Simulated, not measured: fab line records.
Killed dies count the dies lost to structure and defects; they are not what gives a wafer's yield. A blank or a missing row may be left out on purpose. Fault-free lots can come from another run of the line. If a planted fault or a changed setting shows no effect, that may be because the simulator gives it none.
Which tool did it? | flow sky130 | Sampling: 10 lots, 30 wafers, 5 of 708 route steps

== WHAT THE GAUGES READ, wafer by wafer ==
SKY_POLY_GATE_THK_MEAS_01.
lot  | measured     | on           | POLY_GATE_CVD_00_THK (nm)
L149 | day 14 16:41 | filmMetro-02 | 181.3 182.5 180.6
L150 | day 15 00:02 | filmMetro-01 | 176.3 175.5 175.5
L151 | day 15 09:36 | filmMetro-02 | 176.2 178.6 177.6
L154 | day 16 15:07 | filmMetro-03 | 179.4 179.9 180.3
L156 | day 17 04:08 | filmMetro-01 | 176.8 177.7 177.7
L155 | day 17 06:34 | filmMetro-03 | 180.1 180.0 181.4
L157 | day 17 12:11 | filmMetro-03 | 181.6 180.8 183.7
L163 | day 19 12:28 | filmMetro-03 | 181.4 183.3 181.3
L164 | day 19 17:40 | filmMetro-03 | 179.6 179.2 181.0
L171 | day 22 05:50 | filmMetro-02 | 177.3 177.8 176.4

SKY_VIA1_RS_MEAS_22: measurement is done with a four-point probe.
lot  | measured     | on           | VIA1_W_RS (ohm/sq)
L149 | day 34 19:36 | filmMetro-01 | 0.423 0.428 0.430
L150 | day 35 02:04 | filmMetro-01 | 0.427 0.424 0.430
L151 | day 35 08:55 | filmMetro-03 | 0.429 0.427 0.432
L154 | day 36 13:23 | filmMetro-01 | 0.431 0.431 0.428
L156 | day 36 23:58 | filmMetro-03 | 0.424 0.427 0.425
L155 | day 37 05:23 | filmMetro-02 | 0.433 0.433 0.431
L157 | day 37 09:44 | filmMetro-03 | 0.420 0.422 0.421
L163 | day 39 00:20 | filmMetro-03 | 0.592 0.422 0.584
L164 | day 39 05:52 | filmMetro-03 | 0.588 0.426 0.427
L171 | day 41 03:34 | filmMetro-01 | 0.433 0.427 0.419

SKY_VIA1_THK_MEAS_23: measures by xrf.
lot  | measured     | on           | VIA1_W_THK (nm)
L149 | day 34 19:43 | filmMetro-01 | 279 273 273
L150 | day 35 02:10 | filmMetro-01 | 276 278 275
L151 | day 35 09:02 | filmMetro-03 | 268 268 265
L154 | day 36 13:31 | filmMetro-01 | 273 271 274
L156 | day 37 00:04 | filmMetro-03 | 268 269 269
L155 | day 37 05:30 | filmMetro-02 | 265 266 266
L157 | day 37 09:50 | filmMetro-03 | 272 270 270
L163 | day 39 00:26 | filmMetro-03 | 195 270 198
L164 | day 39 05:58 | filmMetro-03 | 196 270 268
L171 | day 41 03:40 | filmMetro-01 | 272 276 281

== WHICH TOOL RAN EACH LOT (tool, then ch and the chambers of the sampled wafers, then the start) ==
lot  | SKY_METAL1_SPUTTER_00       | SKY_VIA1_CVD_21
L149 | pvdSputter-01, day 32 12:04 | cvdW-01 ch 0,1, day 34 19:31
L150 | pvdSputter-01, day 32 18:14 | cvdW-01 ch 0,1, day 35 01:57
L151 | pvdSputter-03, day 33 00:40 | cvdW-02 ch 0,1, day 35 08:49
L154 | pvdSputter-01, day 34 05:58 | cvdW-01 ch 0,1, day 36 13:18
L156 | pvdSputter-01, day 34 16:25 | cvdW-01 ch 0,1, day 36 23:51
L155 | pvdSputter-04, day 34 21:26 | cvdW-02 ch 0,1, day 37 05:16
L157 | pvdSputter-01, day 35 01:11 | cvdW-01 ch 0,1, day 37 09:38
L163 | pvdSputter-03, day 36 18:40 | cvdW-01 ch 0,1, day 39 00:14
L164 | pvdSputter-04, day 36 23:15 | cvdW-01 ch 0,1, day 39 05:46
L171 | pvdSputter-03, day 38 23:47 | cvdW-02 ch 0,1, day 41 03:27
- SKY_METAL1_SPUTTER_00: material Ti, target thk 15 nm, time 10 s.
- SKY_VIA1_CVD_21: deposits W, target thk 270 nm, time 80.902 s.

== AS READ BY THE TOOLS THEMSELVES (means over the sampled wafers that have a number; for cases with no such wafer, the mark the record gives instead) ==
SKY_METAL1_SPUTTER_00.
lot  | tool          | throttleValvePct (%)
L149 | pvdSputter-01 | 30.2
L150 | pvdSputter-01 | 31.0
L151 | pvdSputter-03 | 29.4
L154 | pvdSputter-01 | 30.5
L156 | pvdSputter-01 | 30.4
L155 | pvdSputter-04 | 29.1
L157 | pvdSputter-01 | 30.9
L163 | pvdSputter-03 | 29.4
L164 | pvdSputter-04 | 29.5
L171 | pvdSputter-03 | 29.7

SKY_VIA1_CVD_21.
lot  | tool    | heaterPowerW (W)
L149 | cvdW-01 | 809
L150 | cvdW-01 | 806
L151 | cvdW-02 | 812
L154 | cvdW-01 | 808
L156 | cvdW-01 | 813
L155 | cvdW-02 | 807
L157 | cvdW-01 | 770
L163 | cvdW-01 | 772
L164 | cvdW-01 | 819
L171 | cvdW-02 | 773

== THE ANSWER, worked out from the rows above alone ==
Rule: what is usual is taken from the lots themselves. The widest of any qualifying gaps counts: lots, ordered by their means at a reading, are off when they make up no more than a third of the lots, leave a main group of 4 or more, and stand apart from it by 3 or more times the standard deviation of that group's means. A main group is skipped when, at the precision printed for the reading in the tables above, its means are all equal. A lot without any number at a reading at which 4 lots or more have one is off too. Any other lot the step has rows for is counted as sound. Order of review: gauges by route order, followed by the tools' own readings, for which a lot's mean as printed above is used. The first step at which some lot is off is used, and at that step the reading that is off furthest; a lot without a number counts as furthest.
Off: L163, L164, seen at SKY_VIA1_RS_MEAS_22 (VIA1_W_RS). The main group: mean 0.427 ohm/sq, standard deviation 0.0032.
A tool fits if, at a process step before that reading, it ran every lot that is off, and no sound lot after the first of them. Those tools and the gauges at SKY_VIA1_RS_MEAS_22 are tried in the same way. Can't be told from this: 2 tools fit, cvdW-01 at SKY_VIA1_CVD_21, filmMetro-03 at SKY_VIA1_RS_MEAS_22.

== WHAT THE SIMULATOR PUT IN ==
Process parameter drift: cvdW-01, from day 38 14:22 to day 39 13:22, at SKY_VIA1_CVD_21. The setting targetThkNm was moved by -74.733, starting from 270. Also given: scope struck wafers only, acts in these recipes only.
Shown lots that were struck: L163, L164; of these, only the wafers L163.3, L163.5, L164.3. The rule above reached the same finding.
